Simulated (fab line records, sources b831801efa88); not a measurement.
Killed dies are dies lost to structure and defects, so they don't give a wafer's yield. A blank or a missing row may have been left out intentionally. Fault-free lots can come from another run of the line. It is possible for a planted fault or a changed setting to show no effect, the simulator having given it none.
The tool behind it: which one? || flow gf180mcu || 11 lots, 33 wafers sampled, at 5 steps of a route of 602

== WHAT THE GAUGES SHOWED, per wafer ==
GF_V2_THK_MEAS_01. Usual: V2_CVD_00_THK gives 601 nm (standard deviation 8.6).
{"lot": "L934", "measured": "day 19 16:54", "on": "film metro-02", "V2_CVD_00_THK (nm)": "600 606 592", "flag": ""}
{"lot": "L936", "measured": "day 20 09:58", "on": "film metro-03", "V2_CVD_00_THK (nm)": "596 599 610", "flag": ""}
{"lot": "L939", "measured": "day 21 15:32", "on": "film metro-01", "V2_CVD_00_THK (nm)": "609 591 610", "flag": ""}
{"lot": "L940", "measured": "day 22 02:36", "on": "film metro-01", "V2_CVD_00_THK (nm)": "612 603 620", "flag": ""}
{"lot": "L941", "measured": "day 22 07:59", "on": "film metro-01", "V2_CVD_00_THK (nm)": "600 599 608", "flag": ""}
{"lot": "L947", "measured": "day 24 21:09", "on": "film metro-02", "V2_CVD_00_THK (nm)": "601 592 604", "flag": ""}
{"lot": "L948", "measured": "day 25 01:43", "on": "film metro-01", "V2_CVD_00_THK (nm)": "603 598 609", "flag": ""}
{"lot": "L950", "measured": "day 25 09:09", "on": "film metro-02", "V2_CVD_00_THK (nm)": "602 593 611", "flag": ""}
{"lot": "L953", "measured": "day 26 07:08", "on": "film metro-02", "V2_CVD_00_THK (nm)": "596 612 594", "flag": ""}
{"lot": "L952", "measured": "day 26 08:36", "on": "film metro-02", "V2_CVD_00_THK (nm)": "608 606 596", "flag": ""}
{"lot": "L955", "measured": "day 26 21:06", "on": "film metro-02", "V2_CVD_00_THK (nm)": "594 595 592", "flag": ""}

== WHICH TOOL RAN EACH LOT (tool, then ch and the chambers of the sampled wafers, then the start) ==
{"lot": "L934", "GF_V1_ETCH_16": "rie diel-01 ch 0,1,3, day 18 13:52", "GF_V1_CMP_26": "cmp-01 ch 0,2,3, day 18 15:02", "GF_M2_METAL_ETCH_16": "rie metal-02 ch 0,1, day 19 16:11", "GF_M2_STRIP_17": "plasma asher-04 ch 0,1, day 19 16:17"}
{"lot": "L936", "GF_V1_ETCH_16": "rie diel-01 ch 2,3, day 19 07:19", "GF_V1_CMP_26": "cmp-01 ch 0,3, day 19 08:28", "GF_M2_METAL_ETCH_16": "rie metal-03 ch 0,1, day 20 09:16", "GF_M2_STRIP_17": "plasma asher-04 ch 0,1, day 20 09:22"}
{"lot": "L939", "GF_V1_ETCH_16": "rie diel-02 ch 0,1,2, day 20 13:04", "GF_V1_CMP_26": "cmp-01 ch 0,1,2, day 20 14:14", "GF_M2_METAL_ETCH_16": "rie metal-03 ch 0,1, day 21 14:46", "GF_M2_STRIP_17": "plasma asher-04 ch 0,1, day 21 14:53"}
{"lot": "L940", "GF_V1_ETCH_16": "rie diel-03 ch 0,3, day 21 01:04", "GF_V1_CMP_26": "cmp-02 ch 1,2, day 21 02:08", "GF_M2_METAL_ETCH_16": "rie metal-04 ch 0,1, day 22 01:49", "GF_M2_STRIP_17": "plasma asher-01 ch 0,1, day 22 01:56"}
{"lot": "L941", "GF_V1_ETCH_16": "rie diel-03 ch 1,2,3, day 21 05:56", "GF_V1_CMP_26": "cmp-01 ch 0,1,3, day 21 07:05", "GF_M2_METAL_ETCH_16": "rie metal-02 ch 0,1, day 22 07:16", "GF_M2_STRIP_17": "plasma asher-04 ch 0,1, day 22 07:23"}
{"lot": "L947", "GF_V1_ETCH_16": "rie diel-03 ch 0,2,3, day 23 19:46", "GF_V1_CMP_26": "cmp-01 ch 1,2,3, day 23 20:58", "GF_M2_METAL_ETCH_16": "rie metal-02 ch 0, day 24 20:19", "GF_M2_STRIP_17": "plasma asher-01 ch 0,1, day 24 20:29"}
{"lot": "L948", "GF_V1_ETCH_16": "rie diel-01 ch 0,1,3, day 24 00:52", "GF_V1_CMP_26": "cmp-02 ch 0,1,2, day 24 02:04", "GF_M2_METAL_ETCH_16": "rie metal-02 ch 0, day 25 00:55", "GF_M2_STRIP_17": "plasma asher-03 ch 0,1, day 25 01:05"}
{"lot": "L950", "GF_V1_ETCH_16": "rie diel-01 ch 0,1,3, day 24 09:02", "GF_V1_CMP_26": "cmp-01 ch 0,2,3, day 24 10:14", "GF_M2_METAL_ETCH_16": "rie metal-02 ch 0, day 25 08:19", "GF_M2_STRIP_17": "plasma asher-04 ch 0,1, day 25 08:29"}
{"lot": "L953", "GF_V1_ETCH_16": "rie diel-03 ch 0,2,3, day 25 08:12", "GF_V1_CMP_26": "cmp-02 ch 2,3, day 25 09:19", "GF_M2_METAL_ETCH_16": "rie metal-03 ch 0,1, day 26 06:23", "GF_M2_STRIP_17": "plasma asher-03 ch 0,1, day 26 06:29"}
{"lot": "L952", "GF_V1_ETCH_16": "rie diel-01 ch 0,1,3, day 25 09:12", "GF_V1_CMP_26": "cmp-01 ch 0,3, day 25 10:22", "GF_M2_METAL_ETCH_16": "rie metal-04 ch 0,1, day 26 07:51", "GF_M2_STRIP_17": "plasma asher-01 ch 0,1, day 26 07:58"}
{"lot": "L955", "GF_V1_ETCH_16": "rie diel-03 ch 0,3, day 25 22:16", "GF_V1_CMP_26": "cmp-01 ch 0,1,2, day 25 23:28", "GF_M2_METAL_ETCH_16": "rie metal-04 ch 0,1, day 26 20:23", "GF_M2_STRIP_17": "plasma asher-01 ch 0,1, day 26 20:29"}
- GF_V1_ETCH_16: etches BARC in N2/H2.
- GF_V1_CMP_26: polishes, stops on SiO2, t overpolish 15 s, target thk 0 nm.
- GF_M2_METAL_ETCH_16: etches the open film in Cl2/BCl3, stops on SiO2, target depth 627.5 nm, time 104.6 s.
- GF_M2_STRIP_17: strips in O2/N2.

== WHAT THE TOOLS THEMSELVES READ (means of the sampled wafers that have a number; where no wafer has one, the mark that the record gives instead) ==
GF_V1_ETCH_16. Usual: drypump motor current A 5.7 A, standard deviation 0.6; oes product au 0.855 a.u., standard deviation 0.0048; rf fwd power W 495.2 W, standard deviation 2.2; throttle valve pct 13.224 %, standard deviation 0.0092.
{"lot": "L934", "tool": "rie diel-01", "drypump motor current A (A)": 5.7, "oes product au (a.u.)": 0.855, "rf fwd power W (W)": 493.2, "throttle valve pct (%)": 13.223, "flag": ""}
{"lot": "L936", "tool": "rie diel-01", "drypump motor current A (A)": 6.4, "oes product au (a.u.)": 0.857, "rf fwd power W (W)": 491.4, "throttle valve pct (%)": 13.231, "flag": ""}
{"lot": "L939", "tool": "rie diel-02", "drypump motor current A (A)": 5.5, "oes product au (a.u.)": 0.857, "rf fwd power W (W)": 495.3, "throttle valve pct (%)": 13.232, "flag": ""}
{"lot": "L940", "tool": "rie diel-03", "drypump motor current A (A)": 5.8, "oes product au (a.u.)": 0.859, "rf fwd power W (W)": 495.5, "throttle valve pct (%)": 13.226, "flag": ""}
{"lot": "L941", "tool": "rie diel-03", "drypump motor current A (A)": 5.3, "oes product au (a.u.)": 0.853, "rf fwd power W (W)": 496.6, "throttle valve pct (%)": 13.235, "flag": ""}
{"lot": "L947", "tool": "rie diel-03", "drypump motor current A (A)": 5.6, "oes product au (a.u.)": 0.859, "rf fwd power W (W)": 496.8, "throttle valve pct (%)": 13.221, "flag": ""}
{"lot": "L948", "tool": "rie diel-01", "drypump motor current A (A)": 5.7, "oes product au (a.u.)": 0.852, "rf fwd power W (W)": 494.8, "throttle valve pct (%)": 13.229, "flag": ""}
{"lot": "L950", "tool": "rie diel-01", "drypump motor current A (A)": 5.7, "oes product au (a.u.)": 0.859, "rf fwd power W (W)": 495.1, "throttle valve pct (%)": 13.224, "flag": ""}
{"lot": "L953", "tool": "rie diel-03", "drypump motor current A (A)": 5.6, "oes product au (a.u.)": 0.853, "rf fwd power W (W)": 495.0, "throttle valve pct (%)": 13.221, "flag": ""}
{"lot": "L952", "tool": "rie diel-01", "drypump motor current A (A)": 5.7, "oes product au (a.u.)": 0.855, "rf fwd power W (W)": 493.4, "throttle valve pct (%)": 13.224, "flag": ""}
{"lot": "L955", "tool": "rie diel-03", "drypump motor current A (A)": 5.8, "oes product au (a.u.)": 0.857, "rf fwd power W (W)": 496.2, "throttle valve pct (%)": 13.227, "flag": ""}

GF_V1_CMP_26. Usual: motor current A 11.2 A, standard deviation 0.92; overpolish run s 15.000 s, standard deviation 0.0097; time to endpoint s 86 s, standard deviation 4.5.
{"lot": "L934", "tool": "cmp-01", "motor current A (A)": 11.4, "overpolish run s (s)": 15.000, "time to endpoint s (s)": 81, "flag": ""}
{"lot": "L936", "tool": "cmp-01", "motor current A (A)": 11.8, "overpolish run s (s)": 14.999, "time to endpoint s (s)": 87, "flag": ""}
{"lot": "L939", "tool": "cmp-01", "motor current A (A)": 10.8, "overpolish run s (s)": 14.999, "time to endpoint s (s)": 86, "flag": ""}
{"lot": "L940", "tool": "cmp-02", "motor current A (A)": 10.5, "overpolish run s (s)": 15.000, "time to endpoint s (s)": 92, "flag": ""}
{"lot": "L941", "tool": "cmp-01", "motor current A (A)": 11.0, "overpolish run s (s)": 14.993, "time to endpoint s (s)": 87, "flag": ""}
{"lot": "L947", "tool": "cmp-01", "motor current A (A)": 10.9, "overpolish run s (s)": 15.006, "time to endpoint s (s)": 85, "flag": ""}
{"lot": "L948", "tool": "cmp-02", "motor current A (A)": 11.3, "overpolish run s (s)": 15.010, "time to endpoint s (s)": 83, "flag": ""}
{"lot": "L950", "tool": "cmp-01", "motor current A (A)": 11.3, "overpolish run s (s)": 14.993, "time to endpoint s (s)": 85, "flag": ""}
{"lot": "L953", "tool": "cmp-02", "motor current A (A)": 10.8, "overpolish run s (s)": 15.004, "time to endpoint s (s)": 91, "flag": ""}
{"lot": "L952", "tool": "cmp-01", "motor current A (A)": 12.0, "overpolish run s (s)": 14.999, "time to endpoint s (s)": 86, "flag": ""}
{"lot": "L955", "tool": "cmp-01", "motor current A (A)": 10.8, "overpolish run s (s)": 14.999, "time to endpoint s (s)": 80, "flag": ""}

GF_M2_METAL_ETCH_16. Usual: drypump motor current A 5.6 A, standard deviation 0.33; oes product au 0.972 a.u., standard deviation 0.0067; rf fwd power W 795.7 W, standard deviation 2.3; throttle valve pct 28.250 %, standard deviation 0.011.
{"lot": "L934", "tool": "rie metal-02", "drypump motor current A (A)": 5.8, "oes product au (a.u.)": 0.966, "rf fwd power W (W)": 798.2, "throttle valve pct (%)": 28.262, "flag": ""}
{"lot": "L936", "tool": "rie metal-03", "drypump motor current A (A)": 5.7, "oes product au (a.u.)": 0.969, "rf fwd power W (W)": 796.8, "throttle valve pct (%)": 28.253, "flag": ""}
{"lot": "L939", "tool": "rie metal-03", "drypump motor current A (A)": 5.5, "oes product au (a.u.)": 0.969, "rf fwd power W (W)": 795.5, "throttle valve pct (%)": 28.258, "flag": ""}
{"lot": "L940", "tool": "rie metal-04", "drypump motor current A (A)": 5.4, "oes product au (a.u.)": 0.965, "rf fwd power W (W)": 795.2, "throttle valve pct (%)": 28.261, "flag": ""}
{"lot": "L941", "tool": "rie metal-02", "drypump motor current A (A)": 5.8, "oes product au (a.u.)": 0.963, "rf fwd power W (W)": 791.8, "throttle valve pct (%)": 28.264, "flag": ""}
{"lot": "L947", "tool": "rie metal-02", "drypump motor current A (A)": 6.0, "oes product au (a.u.)": 0.970, "rf fwd power W (W)": 922.9, "throttle valve pct (%)": 28.263, "flag": "OFF"}
{"lot": "L948", "tool": "rie metal-02", "drypump motor current A (A)": 6.0, "oes product au (a.u.)": 0.985, "rf fwd power W (W)": 922.6, "throttle valve pct (%)": 28.234, "flag": "OFF"}
{"lot": "L950", "tool": "rie metal-02", "drypump motor current A (A)": 5.9, "oes product au (a.u.)": 0.976, "rf fwd power W (W)": 923.9, "throttle valve pct (%)": 28.245, "flag": "OFF"}
{"lot": "L953", "tool": "rie metal-03", "drypump motor current A (A)": 5.7, "oes product au (a.u.)": 0.982, "rf fwd power W (W)": 795.4, "throttle valve pct (%)": 28.244, "flag": ""}
{"lot": "L952", "tool": "rie metal-04", "drypump motor current A (A)": 5.2, "oes product au (a.u.)": 0.975, "rf fwd power W (W)": 797.5, "throttle valve pct (%)": 28.239, "flag": ""}
{"lot": "L955", "tool": "rie metal-04", "drypump motor current A (A)": 5.4, "oes product au (a.u.)": 0.967, "rf fwd power W (W)": 797.5, "throttle valve pct (%)": 28.259, "flag": ""}

GF_M2_STRIP_17. Usual: drypump motor current A 5.5 A, standard deviation 0.31; heater power w 315 W, standard deviation 19; oes product au 0.558 a.u., standard deviation 0.0047; strip time to endpoint s 7.88 s, standard deviation 0.05.
{"lot": "L934", "tool": "plasma asher-04", "drypump motor current A (A)": 5.5, "heater power w (W)": 313, "oes product au (a.u.)": 0.559, "strip time to endpoint s (s)": 7.92, "flag": ""}
{"lot": "L936", "tool": "plasma asher-04", "drypump motor current A (A)": 5.4, "heater power w (W)": 299, "oes product au (a.u.)": 0.560, "strip time to endpoint s (s)": 7.91, "flag": ""}
{"lot": "L939", "tool": "plasma asher-04", "drypump motor current A (A)": 5.5, "heater power w (W)": 307, "oes product au (a.u.)": 0.562, "strip time to endpoint s (s)": 7.88, "flag": ""}
{"lot": "L940", "tool": "plasma asher-01", "drypump motor current A (A)": 5.8, "heater power w (W)": 305, "oes product au (a.u.)": 0.560, "strip time to endpoint s (s)": 7.98, "flag": ""}
{"lot": "L941", "tool": "plasma asher-04", "drypump motor current A (A)": 5.4, "heater power w (W)": 299, "oes product au (a.u.)": 0.556, "strip time to endpoint s (s)": 7.95, "flag": ""}
{"lot": "L947", "tool": "plasma asher-01", "drypump motor current A (A)": 5.8, "heater power w (W)": 310, "oes product au (a.u.)": 0.541, "strip time to endpoint s (s)": 7.45, "flag": "OFF"}
{"lot": "L948", "tool": "plasma asher-03", "drypump motor current A (A)": 5.5, "heater power w (W)": 336, "oes product au (a.u.)": 0.544, "strip time to endpoint s (s)": 7.45, "flag": "OFF"}
{"lot": "L950", "tool": "plasma asher-04", "drypump motor current A (A)": 5.4, "heater power w (W)": 297, "oes product au (a.u.)": 0.544, "strip time to endpoint s (s)": 7.51, "flag": "OFF"}
{"lot": "L953", "tool": "plasma asher-03", "drypump motor current A (A)": 5.5, "heater power w (W)": 339, "oes product au (a.u.)": 0.553, "strip time to endpoint s (s)": 7.86, "flag": ""}
{"lot": "L952", "tool": "plasma asher-01", "drypump motor current A (A)": 5.8, "heater power w (W)": 310, "oes product au (a.u.)": 0.558, "strip time to endpoint s (s)": 7.84, "flag": ""}
{"lot": "L955", "tool": "plasma asher-01", "drypump motor current A (A)": 5.5, "heater power w (W)": 315, "oes product au (a.u.)": 0.560, "strip time to endpoint s (s)": 7.94, "flag": ""}

== THE ANSWER, worked out from the rows above alone ==
Rule: lot off if the mean of its wafers having a number is beyond 3 standard deviations from the usual mean. Also off: a lot with no number at a reading for which 4 or more lots have one. Any other lot the step has rows for is counted as sound. The gauges are gone through in route order, then the tools' own readings, and for those a lot's mean is taken as printed above. The first step at which some lot is off is used, and at that step the reading that is off furthest; a lot without a number counts as furthest.
Off: L947, L948, L950, at GF_M2_METAL_ETCH_16 (rf fwd power W).
If a tool, at that step or one of the process steps before it, ran each lot that is off and ran no sound lot following the first of them, it fits. One fits: GF_M2_METAL_ETCH_16 on rie metal-02. A fault onset in the window from L941 (day 22 07:16, its last sound lot) to L947 (day 24 20:19, its first lot off) fits.
The tool's own readings at GF_M2_METAL_ETCH_16 bear it out: on the lots that are off they differ by more than 5 times the standard deviation of the sound lots' means. rf fwd power W reads 923.1 W there against 796.0 W on the sound lots.

== WHAT THE SIMULATOR HAD INSERTED ==
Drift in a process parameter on rie metal-02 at GF_M2_METAL_ETCH_16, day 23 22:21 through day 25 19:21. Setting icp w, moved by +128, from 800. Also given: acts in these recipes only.
Shown lots that were struck: L947, L948, L950. The same result came from the rule above.
